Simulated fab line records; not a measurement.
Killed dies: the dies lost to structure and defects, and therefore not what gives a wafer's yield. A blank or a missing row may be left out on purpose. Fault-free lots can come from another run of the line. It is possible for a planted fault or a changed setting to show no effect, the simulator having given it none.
A lot that was struck, set against a sound lot ; flow gf180mcu ; 44 out of 602 route steps
Sound: wafers L911.2, L911.4, L911.6. Struck: wafers L917.1, L917.5, L917.6. The cause comes at the end.
Per side, at each step with rows, come the tool, then ch with its chambers, and then its first start. Under that, the readings that differ: sound wafers ; struck wafers ; difference of the means ; sigmas: that difference in standard deviations of wafers without a fault.
alike: a reading whose means differ by less than 2 such deviations, as well as words and numbers matching on both sides. not compared: withheld readings; readings where some wafer has no value; bounds like >300 that might hide an equal value; numbers whose values overlap and for which the record gives no deviation.
Wherever a step has rows on one side only, a row that says differs or no value, or a row with sigmas, the two part there. Numbers that have no deviation but don't overlap get no sigmas and don't part them. A reading missing from all wafers of one side parts the sides only when that side holds two or more wafers.

first, 2 steps without rows for these wafers: GF_MVSD_IMPLANT_08; GF_MVSD_IMPLANT_09.
GF_MVSD_STRIP_10: strips in O2/N2.
  sound on plasma_asher-02 ch 0,1, day 6 08:53; struck on plasma_asher-02 ch 0,1, day 7 20:23
  alike: drypump_motor_current_A, heater_power_w, oes_product_au, strip_time_to_endpoint_s
  not compared: rf_hours_counter_h
GF_MVSD_TW_MEAS_11:
  sound: film_metro-01 at day 6 09:00; struck: film_metro-03 at day 7 20:29
  alike: MVSD_TW
then, 7 steps without rows for these wafers: GF_MVPSD_DEHYDRATE_00 (time 60 s); GF_MVPSD_HMDS_01 (prime time 60 s); GF_MVPSD_COAT_02 (resist thk 3000 nm); GF_MVPSD_SOFTBAKE_03; GF_MVPSD_EXPOSE_04 (exposes mask MVPSD, target cd 1000 nm); GF_MVPSD_PEB_05; GF_MVPSD_DEVELOP_06 (develop time 60 s).
GF_MVPSD_OVL_MEAS_07:
  sound: overlay-01 at day 7 00:20; struck: overlay-02 at day 8 12:42
  alike: MVPSD_OVL
GF_MVPSD_IMPLANT_08:
  sound on implanter-04 ch 0, day 7 00:23; struck on implanter-02 ch 0, day 8 12:44
reading;sound;struck;difference;sigmas
dose_ions_cm2;1.5e+13 1.4981e+13 1.5015e+13;3.838e+12 3.834e+12 3.835e+12;-1.116e+13;-99 or more
faraday_current_uA;83.4 87.3 84.4;20.8 21.2 21.8;-63.8;-40
following that, these wafers have no rows for 1 step: GF_MVPSD_IMPLANT_09.
GF_MVPSD_STRIP_10: strips in O2/N2.
  sound on plasma_asher-03 ch 0,1, day 7 00:40; struck on plasma_asher-03 ch 0,1, day 8 13:02
reading;sound;struck;difference;sigmas
oes_product_au (a.u.);0.718 0.719 0.718;0.728 0.727 0.728;+0.009;+2
  alike: drypump_motor_current_A, heater_power_w, strip_time_to_endpoint_s
  not compared: rf_hours_counter_h
GF_MVPSD_TW_MEAS_11:
  sound: film_metro-03 at day 7 00:46; struck: film_metro-03 at day 8 13:08
reading;sound;struck;difference;sigmas
MVPSD_TW;554 553 553;410 410 409;-144;-42
then, 7 steps without rows for these wafers: GF_VT_IMPLANT_DEHYDRATE_00 (time 60 s); GF_VT_IMPLANT_HMDS_01 (prime time 60 s); GF_VT_IMPLANT_COAT_02 (resist thk 1000 nm); GF_VT_IMPLANT_SOFTBAKE_03 (time 60 s); GF_VT_IMPLANT_EXPOSE_04 (exposes mask LVPWELL LV AREA, target cd 600 nm); GF_VT_IMPLANT_PEB_05; GF_VT_IMPLANT_DEVELOP_06 (develop time 60 s).
GF_VT_IMPLANT_OVL_MEAS_07:
  sound: overlay-02 at day 7 16:38; struck: overlay-01 at day 9 05:39
  alike: VT_IMPLANT_OVL
following that, these wafers have no rows for 1 step: GF_VT_IMPLANT_IMPLANT_08.
GF_VT_IMPLANT_STRIP_09: strips in O2/N2.
  sound on plasma_asher-02 ch 0,1, day 7 16:49; struck on plasma_asher-02 ch 0,1, day 9 05:50
  alike: drypump_motor_current_A, heater_power_w, oes_product_au, strip_time_to_endpoint_s
  not compared: rf_hours_counter_h
GF_VT_IMPLANT_TW_MEAS_10:
  sound: film_metro-02 at day 7 16:55; struck: film_metro-04 at day 9 05:56
  alike: VT_IMPLANT_TW
then, 7 steps without rows for these wafers: GF_VT_IMPLANT_DEHYDRATE_11 (time 60 s); GF_VT_IMPLANT_HMDS_12 (prime time 60 s); GF_VT_IMPLANT_COAT_13 (resist thk 1000 nm); GF_VT_IMPLANT_SOFTBAKE_14 (time 60 s); GF_VT_IMPLANT_EXPOSE_15 (exposes mask Nwell LV AREA, target cd 860 nm); GF_VT_IMPLANT_PEB_16; GF_VT_IMPLANT_DEVELOP_17 (develop time 60 s).
GF_VT_IMPLANT_OVL_MEAS_18:
  sound: overlay-02 at day 8 09:17; struck: overlay-02 at day 9 22:59
  alike: VT_IMPLANT_01_OVL
following that, these wafers have no rows for 1 step: GF_VT_IMPLANT_IMPLANT_19.
GF_VT_IMPLANT_STRIP_20: strips in O2/N2.
  sound on plasma_asher-03 ch 0,1, day 8 09:28; struck on plasma_asher-02 ch 0,1, day 9 23:10
  alike: drypump_motor_current_A, heater_power_w, oes_product_au, strip_time_to_endpoint_s
  not compared: rf_hours_counter_h
GF_VT_IMPLANT_TW_MEAS_21:
  sound: film_metro-02 at day 8 09:34; struck: film_metro-04 at day 9 23:16
  alike: VT_IMPLANT_2_TW
then, 4 steps without rows for these wafers: GF_VT_IMPLANT_DEHYDRATE_22 (time 60 s); GF_VT_IMPLANT_HMDS_23 (prime time 60 s); GF_VT_IMPLANT_COAT_24 (resist thk 1000 nm); GF_VT_IMPLANT_SOFTBAKE_25 (time 60 s).
GF_VT_IMPLANT_RS_MEAS_49: measurement is done with a four-point probe.
  sound: film_metro-03 at day 9 20:48; struck: film_metro-03 at day 11 11:16
reading;sound;struck;difference;sigmas
MVPSD_RS (ohm/sq);1168 1169 1169;2171 2157 2173;+998;+99 or more
-- the record jumps here: 22 days lie between the struck wafers' starts before and after (it left off in module VT_IMPLANT and takes up again in module PASSIVATION, whose first step shown is number 602 of the route) --
GF_PASSIVATION_PROBE_99:
  the record has rows for the struck wafers here (prober-02, day 33 02:13) and none for the sound ones

WHERE THEY PART
At GF_MVPSD_IMPLANT_08 first; at GF_PASSIVATION_PROBE_99 last (within this record only).

WHY: whatever the simulator had introduced
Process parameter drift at GF_MVPSD_IMPLANT_08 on implanter-02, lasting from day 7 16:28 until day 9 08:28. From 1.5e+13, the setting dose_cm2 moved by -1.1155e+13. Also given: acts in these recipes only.
